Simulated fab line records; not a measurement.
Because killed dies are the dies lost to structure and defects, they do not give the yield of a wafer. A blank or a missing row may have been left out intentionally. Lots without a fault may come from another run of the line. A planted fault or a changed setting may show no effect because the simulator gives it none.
A struck lot beside a sound one	flow sky130	15 out of 708 route steps
Sound: wafers L563.1, L563.2, L563.3. Struck: wafers L572.1, L572.4, L572.5. The cause comes at the end.
Per side, at each step with rows, come the tool, then ch with its chambers, and then its first start. Under that, the readings that differ: sound wafers	struck wafers	difference of the means	sigmas: that difference in standard deviations of wafers without a fault.
alike: a reading whose means differ by less than 2 such deviations, as well as words and numbers matching on both sides. not compared: withheld readings; readings where some wafer has no value; bounds like >300 that might hide an equal value; numbers whose values overlap and for which the record gives no deviation.
Wherever a step has rows on one side only, a row that says differs or no value, or a row with sigmas, the two part there. Numbers that don't overlap but have no deviation are shown without sigmas and don't part them. A reading missing from all wafers of one side parts the sides only when that side holds two or more wafers.

SKY_PWDE_STRIP_09: strips in O2/N2.
  sound on plasma asher-02 ch 0,1, day 4 05:31; struck on plasma asher-01 ch 0,1, day 6 12:19
  alike: drypump motor current A, oes product au, strip time to endpoint s
  not compared: rf hours counter h
SKY_PWDE_TW_MEAS_10:
  sound: film metro-04 at day 4 05:37; struck: film metro-04 at day 6 12:25
  alike: PWDE_TW
then, 7 steps without rows for these wafers: SKY_NWELL_DEHYDRATE_03 (time 60 s); SKY_NWELL_HMDS_04 (prime time 60 s); SKY_NWELL_COAT_05 (resist thk 3000 nm); SKY_NWELL_SOFTBAKE_06; SKY_NWELL_EXPOSE_07 (exposes mask NWM, target cd 840 nm); SKY_NWELL_PEB_08; SKY_NWELL_DEVELOP_09 (develop time 60 s).
SKY_NWELL_OVL_MEAS_10:
  sound: overlay-01 at day 4 22:19; struck: overlay-01 at day 7 07:49
  alike: NWELL_00_OVL
then, 2 steps without rows for these wafers: SKY_NWELL_IMPLANT_11; SKY_NWELL_IMPLANT_12.
SKY_NWELL_IMPLANT_13:
  sound on implanter-04 ch 0, day 4 22:39; struck on implanter-03 ch 0, day 7 08:08
reading	sound	struck	difference	sigmas
dose ions cm2	7.008e+11 7.009e+11 7.011e+11	6.439e+11 6.425e+11 6.44e+11	-5.747e+10	-65
faraday current uA	3.95 4.02 3.92	3.68 3.51 3.74	-0.32	-4
  alike: beam energy keV, end station pressure torr
SKY_NWELL_STRIP_14: strips in O2/N2.
  sound on plasma asher-01 ch 0,1, day 4 22:48; struck on plasma asher-01 ch 0, day 7 08:17
  alike: drypump motor current A, oes product au, strip time to endpoint s
  not compared: rf hours counter h
-- the record jumps here: 41 days lie between the struck wafers' starts before and after (it left off in module NWELL and takes up again in module PAD_OPEN, whose first step shown is number 708 of the route) --
SKY_PAD_OPEN_PROBE_99:
  sound: prober-01 at day 46 06:12; struck: prober-02 at day 48 11:23
  alike: killed_at_M0_to_M3, killed_at_M4_up, killed at contacts, killed at front end, killed at other, killed dies, killed on rim, killed open, killed short
  not compared: model.etest.pfet_16v.vt v, model.etest.pfet g5v0d10v5.vt long v, model.etest.pfet_01v8_lvt.vt sat v, model.etest.pfet_01v8_lvt.vt v, model.etest.pfet_01v8_lvt.vt long v

## WHERE THEY PART
SKY_NWELL_IMPLANT_13 only, going by this record. Later steps at which nothing parts them and some readings are alike: SKY_NWELL_STRIP_14, SKY_PAD_OPEN_PROBE_99.

WHY: what the simulator had put in
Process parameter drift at SKY_NWELL_IMPLANT_13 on implanter-03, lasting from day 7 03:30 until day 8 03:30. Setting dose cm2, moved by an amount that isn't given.
